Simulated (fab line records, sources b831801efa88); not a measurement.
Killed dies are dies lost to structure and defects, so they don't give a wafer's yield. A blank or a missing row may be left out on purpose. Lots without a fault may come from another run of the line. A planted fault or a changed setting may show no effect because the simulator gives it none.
Which tool did it? | flow sky130 | 12 lots, 36 wafers sampled, at 4 steps of a route of 708

WHAT THE GAUGES READ, wafer by wafer
SKY_LI_CONTACT_THK_MEAS_01.
lot  | measured     | on            | LI_CONTACT_HDPCVD_THK (nm)
L579 | day 28 11:19 | film_metro-01 | 921 926 929
L578 | day 28 14:22 | film_metro-02 | 907 915 923
L581 | day 28 20:10 | film_metro-02 | 937 922 945
L582 | day 29 02:38 | film_metro-03 | 938 928 932
L583 | day 29 15:49 | film_metro-02 | 918 912 920
L592 | day 33 02:44 | film_metro-03 | 917 931 931
L593 | day 33 04:26 | film_metro-03 | 931 927 931
L594 | day 33 15:58 | film_metro-01 | 937 944 944
L595 | day 33 21:12 | film_metro-03 | 933 941 946
L597 | day 34 12:23 | film_metro-02 | 915 927 929
L600 | day 35 09:49 | film_metro-03 | 932 938 929
L601 | day 35 12:55 | film_metro-03 | 926 923 937

SKY_LI_CONTACT_CD_MEAS_12: target cd 170 nm.
lot  | measured     | on        | cd_nm (nm)
L579 | day 29 16:42 | cd_sem-01 | 169.3 169.9 169.6
L578 | day 29 19:22 | cd_sem-01 | 171.1 171.3 172.5
L581 | day 30 01:47 | cd_sem-02 | 169.4 169.5 169.7
L582 | day 30 07:20 | cd_sem-01 | 169.0 168.7 168.3
L583 | day 30 20:44 | cd_sem-01 | 171.9 169.7 171.1
L592 | day 34 06:05 | cd_sem-02 | 142.5 155.1 155.8
L593 | day 34 07:38 | cd_sem-01 | 171.5 169.3 171.5
L594 | day 34 19:04 | cd_sem-01 | 168.4 168.7 168.9
L595 | day 34 23:37 | cd_sem-01 | 171.8 170.8 170.8
L597 | day 35 15:04 | cd_sem-01 | 169.2 169.4 167.2
L600 | day 36 10:59 | cd_sem-01 | 169.6 169.7 168.7
L601 | day 36 15:25 | cd_sem-02 | 169.6 171.7 172.2

WHICH TOOL RAN EACH LOT (tool, then ch and the chambers of the sampled wafers, then the start)
lot  | SKY_SD_N_RTA_14                  | SKY_LI_CONTACT_EXPOSE_09
L579 | rtp_anneal-01 ch 0, day 28 10:39 | krf_scanner-02 ch 0, day 29 02:30
L578 | rtp_anneal-02 ch 0, day 28 13:43 | krf_scanner-02 ch 0, day 29 05:08
L581 | rtp_anneal-02 ch 0, day 28 19:30 | krf_scanner-01 ch 0, day 29 12:17
L582 | rtp_anneal-01 ch 0, day 29 01:58 | krf_scanner-01 ch 0, day 29 18:08
L583 | rtp_anneal-02 ch 0, day 29 15:10 | krf_scanner-02 ch 0, day 30 05:49
L592 | rtp_anneal-01 ch 0, day 33 02:04 | krf_scanner-01 ch 0, day 33 16:28
L593 | rtp_anneal-02 ch 0, day 33 03:47 | krf_scanner-02 ch 0, day 33 18:50
L594 | rtp_anneal-01 ch 0, day 33 15:19 | krf_scanner-02 ch 0, day 34 06:28
L595 | rtp_anneal-02 ch 0, day 33 20:33 | krf_scanner-02 ch 0, day 34 11:25
L597 | rtp_anneal-02 ch 0, day 34 11:43 | krf_scanner-02 ch 0, day 35 01:37
L600 | rtp_anneal-01 ch 0, day 35 09:10 | krf_scanner-01 ch 0, day 35 22:47
L601 | rtp_anneal-02 ch 0, day 35 12:16 | krf_scanner-01 ch 0, day 36 01:56
- SKY_SD_N_RTA_14: time 2 s.
- SKY_LI_CONTACT_EXPOSE_09: exposes mask LICM1, target cd 170 nm.

WHAT THE TOOLS THEMSELVES READ (means of the sampled wafers that have a number; where no wafer has one, the mark that the record gives instead)
SKY_SD_N_RTA_14.
lot  | tool          | anneal_temp_c_max | lamp_power_pct (%) | wafer_temp_C_max
L579 | rtp_anneal-01 | 1085.1            | 15.70              | 1078.5
L578 | rtp_anneal-02 | 1079.4            | 15.74              | 1077.5
L581 | rtp_anneal-02 | 1079.0            | 15.75              | 1077.4
L582 | rtp_anneal-01 | 1085.5            | 15.70              | 1078.2
L583 | rtp_anneal-02 | 1079.2            | 15.72              | 1077.1
L592 | rtp_anneal-01 | 1083.8            | 15.72              | 1078.3
L593 | rtp_anneal-02 | 1079.7            | 15.74              | 1078.5
L594 | rtp_anneal-01 | 1085.7            | 15.71              | 1077.5
L595 | rtp_anneal-02 | 1079.6            | 15.75              | 1077.9
L597 | rtp_anneal-02 | 1079.1            | 15.75              | 1077.2
L600 | rtp_anneal-01 | 1083.6            | 15.74              | 1077.7
L601 | rtp_anneal-02 | 1079.5            | 15.74              | 1077.5

SKY_LI_CONTACT_EXPOSE_09.
lot  | tool           | exposure_dose_mJ_cm2
L579 | krf_scanner-02 | 38.01
L578 | krf_scanner-02 | 38.00
L581 | krf_scanner-01 | 37.99
L582 | krf_scanner-01 | 37.98
L583 | krf_scanner-02 | 37.95
L592 | krf_scanner-01 | 38.78
L593 | krf_scanner-02 | 37.94
L594 | krf_scanner-02 | 37.99
L595 | krf_scanner-02 | 37.96
L597 | krf_scanner-02 | 37.94
L600 | krf_scanner-01 | 37.90
L601 | krf_scanner-01 | 37.95

THE ANSWER, worked out from the rows above alone
Rule: what is usual is taken from the lots themselves. Put in order of their means at a reading, lots are off if they are a third of the lots or fewer, leave a main group of 4 or more, and stand apart from it by a gap of 3 or more times the standard deviation of the main group's means; of several such gaps the widest counts. A main group whose means are all the same, to the digits that the tables above print for the reading, isn't used. A lot without any number at a reading at which 4 lots or more have one is off too. The other lots that the step has rows for count as sound. The gauges are gone through in route order, then the tools' own readings, and for those a lot's mean is taken as printed above. The first step at which some lot is off is used, and at that step the reading that is off furthest; a lot without a number counts as furthest.
Off: L592, at SKY_LI_CONTACT_CD_MEAS_12 (cd_nm). The main group: mean 170.0 nm, standard deviation 1.1.
A tool fits if, at a process step before that reading, it ran every lot that is off, and no sound lot after the first of them. The gauges at SKY_LI_CONTACT_CD_MEAS_12 aren't tried: what is off there is off at SKY_LI_CONTACT_EXPOSE_09 too, on other tools, and a gauge's error can't cause that. None of those tried fits.

WHAT THE SIMULATOR HAD PUT IN
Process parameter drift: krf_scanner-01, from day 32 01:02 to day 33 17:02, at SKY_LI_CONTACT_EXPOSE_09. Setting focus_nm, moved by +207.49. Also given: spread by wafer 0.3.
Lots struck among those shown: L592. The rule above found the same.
